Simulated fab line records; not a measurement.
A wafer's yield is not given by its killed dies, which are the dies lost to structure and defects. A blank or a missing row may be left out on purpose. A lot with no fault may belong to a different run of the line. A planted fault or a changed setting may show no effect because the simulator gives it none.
Which of the tools did it? || flow sky130 || Sampling: 13 lots, 39 wafers, 5 of 708 route steps

WHAT EACH GAUGE READ, for each wafer
SKY_NWELL_RS_MEAS_29: the measuring method here is four-point-probe. Usual: NWELL_RS gives 623.9 ohm/sq (standard deviation 1.8).
{"lot": "L350", "measured": "day 5 15:34", "on": "filmMetro-01", "NWELL_RS (ohm/sq)": "626.6 626.0 628.6", "flag": ""}
{"lot": "L352", "measured": "day 6 02:44", "on": "filmMetro-03", "NWELL_RS (ohm/sq)": "623.0 622.2 620.9", "flag": ""}
{"lot": "L356", "measured": "day 6 22:22", "on": "filmMetro-03", "NWELL_RS (ohm/sq)": "624.9 623.9 624.8", "flag": ""}
{"lot": "L357", "measured": "day 7 05:26", "on": "filmMetro-04", "NWELL_RS (ohm/sq)": "624.8 623.5 624.9", "flag": ""}
{"lot": "L359", "measured": "day 7 19:20", "on": "filmMetro-01", "NWELL_RS (ohm/sq)": "625.7 627.3 624.8", "flag": ""}
{"lot": "L360", "measured": "day 8 03:20", "on": "filmMetro-01", "NWELL_RS (ohm/sq)": "624.1 623.7 623.0", "flag": ""}
{"lot": "L361", "measured": "day 8 10:31", "on": "filmMetro-03", "NWELL_RS (ohm/sq)": "624.9 625.3 622.4", "flag": ""}
{"lot": "L363", "measured": "day 8 19:17", "on": "filmMetro-01", "NWELL_RS (ohm/sq)": "623.3 620.7 621.6", "flag": ""}
{"lot": "L365", "measured": "day 9 10:52", "on": "filmMetro-04", "NWELL_RS (ohm/sq)": "621.8 625.9 624.6", "flag": ""}
{"lot": "L366", "measured": "day 9 14:39", "on": "filmMetro-01", "NWELL_RS (ohm/sq)": "624.9 623.6 623.0", "flag": ""}
{"lot": "L368", "measured": "day 10 05:32", "on": "filmMetro-04", "NWELL_RS (ohm/sq)": "617.0 617.8 616.0", "flag": "OFF"}
{"lot": "L371", "measured": "day 10 21:56", "on": "filmMetro-01", "NWELL_RS (ohm/sq)": "613.2 613.3 612.7", "flag": "OFF"}
{"lot": "L372", "measured": "day 11 01:26", "on": "filmMetro-03", "NWELL_RS (ohm/sq)": "612.1 613.4 611.9", "flag": "OFF"}

SKY_GATE_OXIDE_OVL_MEAS_10. Usual: GATE_OXIDE_OVL gives -0.7 nm (standard deviation 1.3).
{"lot": "L350", "measured": "day 14 03:48", "on": "overlay-01", "GATE_OXIDE_OVL (nm)": "0.9 1.3 1.1", "flag": ""}
{"lot": "L352", "measured": "day 14 19:56", "on": "overlay-02", "GATE_OXIDE_OVL (nm)": "-0.9 0.1 -0.2", "flag": ""}
{"lot": "L356", "measured": "day 15 22:07", "on": "overlay-02", "GATE_OXIDE_OVL (nm)": "-0.7 -0.8 -2.0", "flag": ""}
{"lot": "L357", "measured": "day 16 09:26", "on": "overlay-02", "GATE_OXIDE_OVL (nm)": "-1.7 -1.7 -0.6", "flag": ""}
{"lot": "L359", "measured": "day 17 05:54", "on": "overlay-01", "GATE_OXIDE_OVL (nm)": "-2.5 -0.3 -1.7", "flag": ""}
{"lot": "L360", "measured": "day 17 20:02", "on": "overlay-01", "GATE_OXIDE_OVL (nm)": "-0.8 2.3 0.9", "flag": ""}
{"lot": "L361", "measured": "day 18 05:41", "on": "overlay-02", "GATE_OXIDE_OVL (nm)": "-2.9 -2.3 -2.4", "flag": ""}
{"lot": "L363", "measured": "day 20 04:05", "on": "overlay-02", "GATE_OXIDE_OVL (nm)": "-1.0 -2.1 -1.4", "flag": ""}
{"lot": "L365", "measured": "day 20 05:34", "on": "overlay-01", "GATE_OXIDE_OVL (nm)": "-1.1 -0.5 -1.0", "flag": ""}
{"lot": "L366", "measured": "day 20 05:20", "on": "overlay-01", "GATE_OXIDE_OVL (nm)": "-0.3 -1.3 0.4", "flag": ""}
{"lot": "L368", "measured": "day 20 14:14", "on": "overlay-02", "GATE_OXIDE_OVL (nm)": "-0.5 1.3 -0.9", "flag": ""}
{"lot": "L371", "measured": "day 21 19:17", "on": "overlay-02", "GATE_OXIDE_OVL (nm)": "-0.6 -1.3 0.8", "flag": ""}
{"lot": "L372", "measured": "day 21 20:11", "on": "overlay-02", "GATE_OXIDE_OVL (nm)": "-0.6 -1.5 -0.9", "flag": ""}

SKY_POLY_GATE_THK_MEAS_01. Usual: POLY_GATE_CVD_00_THK gives 179.2 nm (standard deviation 1.6).
{"lot": "L350", "measured": "day 14 09:06", "on": "filmMetro-02", "POLY_GATE_CVD_00_THK (nm)": "180.2 179.9 179.6", "flag": ""}
{"lot": "L352", "measured": "day 15 00:14", "on": "filmMetro-04", "POLY_GATE_CVD_00_THK (nm)": "177.1 177.1 176.9", "flag": ""}
{"lot": "L356", "measured": "day 16 02:52", "on": "filmMetro-02", "POLY_GATE_CVD_00_THK (nm)": "177.2 177.6 180.5", "flag": ""}
{"lot": "L357", "measured": "day 16 18:26", "on": "filmMetro-04", "POLY_GATE_CVD_00_THK (nm)": "180.7 179.6 178.3", "flag": ""}
{"lot": "L359", "measured": "day 17 11:43", "on": "filmMetro-03", "POLY_GATE_CVD_00_THK (nm)": "179.3 179.9 180.6", "flag": ""}
{"lot": "L360", "measured": "day 17 23:16", "on": "filmMetro-02", "POLY_GATE_CVD_00_THK (nm)": "180.1 179.2 180.4", "flag": ""}
{"lot": "L361", "measured": "day 18 10:25", "on": "filmMetro-03", "POLY_GATE_CVD_00_THK (nm)": "181.2 181.6 181.2", "flag": ""}
{"lot": "L363", "measured": "day 20 07:58", "on": "filmMetro-03", "POLY_GATE_CVD_00_THK (nm)": "181.3 181.3 181.0", "flag": ""}
{"lot": "L365", "measured": "day 20 10:22", "on": "filmMetro-02", "POLY_GATE_CVD_00_THK (nm)": "181.6 180.8 181.3", "flag": ""}
{"lot": "L366", "measured": "day 20 10:20", "on": "filmMetro-04", "POLY_GATE_CVD_00_THK (nm)": "179.7 179.0 179.2", "flag": ""}
{"lot": "L368", "measured": "day 20 18:33", "on": "filmMetro-04", "POLY_GATE_CVD_00_THK (nm)": "176.3 178.3 177.7", "flag": ""}
{"lot": "L371", "measured": "day 21 22:31", "on": "filmMetro-02", "POLY_GATE_CVD_00_THK (nm)": "181.2 180.4 180.7", "flag": ""}
{"lot": "L372", "measured": "day 21 23:43", "on": "filmMetro-04", "POLY_GATE_CVD_00_THK (nm)": "176.7 177.7 176.9", "flag": ""}

SKY_LDD_N_TW_MEAS_17. Usual: LDD_N_TW gives 2551 (standard deviation 24).
{"lot": "L350", "measured": "day 18 05:50", "on": "filmMetro-02", "LDD_N_TW": "2576 2571 2571", "flag": ""}
{"lot": "L352", "measured": "day 18 18:49", "on": "filmMetro-01", "LDD_N_TW": "2524 2521 2529", "flag": ""}
{"lot": "L356", "measured": "day 20 00:39", "on": "filmMetro-01", "LDD_N_TW": "2508 2502 2536", "flag": ""}
{"lot": "L357", "measured": "day 20 16:53", "on": "filmMetro-03", "LDD_N_TW": "2564 2562 2554", "flag": ""}
{"lot": "L359", "measured": "day 21 12:53", "on": "filmMetro-01", "LDD_N_TW": "2515 2521 2518", "flag": ""}
{"lot": "L360", "measured": "day 22 01:58", "on": "filmMetro-03", "LDD_N_TW": "2578 2572 2551", "flag": ""}
{"lot": "L361", "measured": "day 22 11:19", "on": "filmMetro-01", "LDD_N_TW": "2538 2532 2542", "flag": ""}
{"lot": "L363", "measured": "day 24 06:34", "on": "filmMetro-03", "LDD_N_TW": "2551 2551 2558", "flag": ""}
{"lot": "L365", "measured": "day 24 09:12", "on": "filmMetro-03", "LDD_N_TW": "2560 2558 2562", "flag": ""}
{"lot": "L366", "measured": "day 24 11:20", "on": "filmMetro-01", "LDD_N_TW": "2516 2518 2512", "flag": ""}
{"lot": "L368", "measured": "day 24 16:39", "on": "filmMetro-02", "LDD_N_TW": "2570 2570 2575", "flag": ""}
{"lot": "L371", "measured": "day 26 14:31", "on": "filmMetro-02", "LDD_N_TW": "2576 2587 2568", "flag": ""}
{"lot": "L372", "measured": "day 26 14:56", "on": "filmMetro-03", "LDD_N_TW": "2553 2552 2536", "flag": ""}

WHAT TOOL EACH LOT RAN ON (gives the tool, then ch and the chambers of the sampled wafers, and finally the start)
{"lot": "L350", "SKY_NWELL_IMPLANT_13": "implanter-03 ch 0, day 4 21:40"}
{"lot": "L352", "SKY_NWELL_IMPLANT_13": "implanter-02 ch 0, day 5 08:16"}
{"lot": "L356", "SKY_NWELL_IMPLANT_13": "implanter-02 ch 0, day 6 03:03"}
{"lot": "L357", "SKY_NWELL_IMPLANT_13": "implanter-02 ch 0, day 6 09:29"}
{"lot": "L359", "SKY_NWELL_IMPLANT_13": "implanter-02 ch 0, day 6 21:50"}
{"lot": "L360", "SKY_NWELL_IMPLANT_13": "implanter-02 ch 0, day 7 06:35"}
{"lot": "L361", "SKY_NWELL_IMPLANT_13": "implanter-01 ch 0, day 7 13:55"}
{"lot": "L363", "SKY_NWELL_IMPLANT_13": "implanter-03 ch 0, day 7 22:11"}
{"lot": "L365", "SKY_NWELL_IMPLANT_13": "implanter-03 ch 0, day 8 13:25"}
{"lot": "L366", "SKY_NWELL_IMPLANT_13": "implanter-02 ch 0, day 8 17:17"}
{"lot": "L368", "SKY_NWELL_IMPLANT_13": "implanter-02 ch 0, day 9 07:19"}
{"lot": "L371", "SKY_NWELL_IMPLANT_13": "implanter-02 ch 0, day 9 22:41"}
{"lot": "L372", "SKY_NWELL_IMPLANT_13": "implanter-02 ch 0, day 10 02:29"}
- SKY_NWELL_IMPLANT_13

AS READ BY THE TOOLS THEMSELVES (means over the sampled wafers that have a number; for cases with no such wafer, the mark the record gives instead)
SKY_NWELL_IMPLANT_13. Usual: doseIonsCm2 6.998e+11, standard deviation 7.6e+08; faradayCurrentUA 3.95, standard deviation 0.069.
{"lot": "L350", "tool": "implanter-03", "doseIonsCm2": 6.995e+11, "faradayCurrentUA": 3.94, "flag": ""}
{"lot": "L352", "tool": "implanter-02", "doseIonsCm2": 6.997e+11, "faradayCurrentUA": 3.95, "flag": ""}
{"lot": "L356", "tool": "implanter-02", "doseIonsCm2": 7.004e+11, "faradayCurrentUA": 3.92, "flag": ""}
{"lot": "L357", "tool": "implanter-02", "doseIonsCm2": 7.002e+11, "faradayCurrentUA": 3.97, "flag": ""}
{"lot": "L359", "tool": "implanter-02", "doseIonsCm2": 6.987e+11, "faradayCurrentUA": 3.93, "flag": ""}
{"lot": "L360", "tool": "implanter-02", "doseIonsCm2": 7.002e+11, "faradayCurrentUA": 3.99, "flag": ""}
{"lot": "L361", "tool": "implanter-01", "doseIonsCm2": 7.003e+11, "faradayCurrentUA": 3.97, "flag": ""}
{"lot": "L363", "tool": "implanter-03", "doseIonsCm2": 7.004e+11, "faradayCurrentUA": 3.97, "flag": ""}
{"lot": "L365", "tool": "implanter-03", "doseIonsCm2": 7.005e+11, "faradayCurrentUA": 3.92, "flag": ""}
{"lot": "L366", "tool": "implanter-02", "doseIonsCm2": 6.998e+11, "faradayCurrentUA": 3.99, "flag": ""}
{"lot": "L368", "tool": "implanter-02", "doseIonsCm2": 1.057e+12, "faradayCurrentUA": 6.08, "flag": "OFF"}
{"lot": "L371", "tool": "implanter-02", "doseIonsCm2": 1.058e+12, "faradayCurrentUA": 5.84, "flag": "OFF"}
{"lot": "L372", "tool": "implanter-02", "doseIonsCm2": 1.058e+12, "faradayCurrentUA": 6.03, "flag": "OFF"}

THE ANSWER, worked out from the rows above alone
Rule: lot off if the mean of its wafers having a number is beyond 3 standard deviations from the usual mean. A lot without any number at a reading at which 4 lots or more have one is off too. All remaining lots with rows at the step are treated as sound. After the gauges, taken in route order, come the tools' own readings; for these a lot's mean is taken, as printed above. At the first step where some lot is off, the reading lying furthest off is the one used; lots without a number count as furthest.
Off: L368, L371, L372, seen at SKY_NWELL_RS_MEAS_29 (NWELL_RS).
A tool fits if, at a process step before that reading, it ran every lot that is off, and no sound lot after the first of them. Not tried: the gauges at SKY_NWELL_RS_MEAS_29; whatever is off there is also off at SKY_NWELL_IMPLANT_13, on other tools, and gauge error can't account for it. One candidate fits, namely implanter-02 at SKY_NWELL_IMPLANT_13. A fault onset in the window from L366 (day 8 17:17, its last sound lot) to L368 (day 9 07:19, its first lot off) fits.
The tool's own readings at SKY_NWELL_IMPLANT_13 bear it out: on the lots that are off they differ by more than 5 times the standard deviation of the sound lots' means. doseIonsCm2 reads 1.058e+12 there against 7.000e+11 on the sound lots; faradayCurrentUA reads 5.98 there against 3.96 on the sound lots.

WHAT WAS PUT IN BY THE SIMULATOR
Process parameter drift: implanter-02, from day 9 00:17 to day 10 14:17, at SKY_NWELL_IMPLANT_13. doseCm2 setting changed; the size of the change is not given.
Struck lots among those shown: L368, L371, L372. This agrees with what the rule above found.
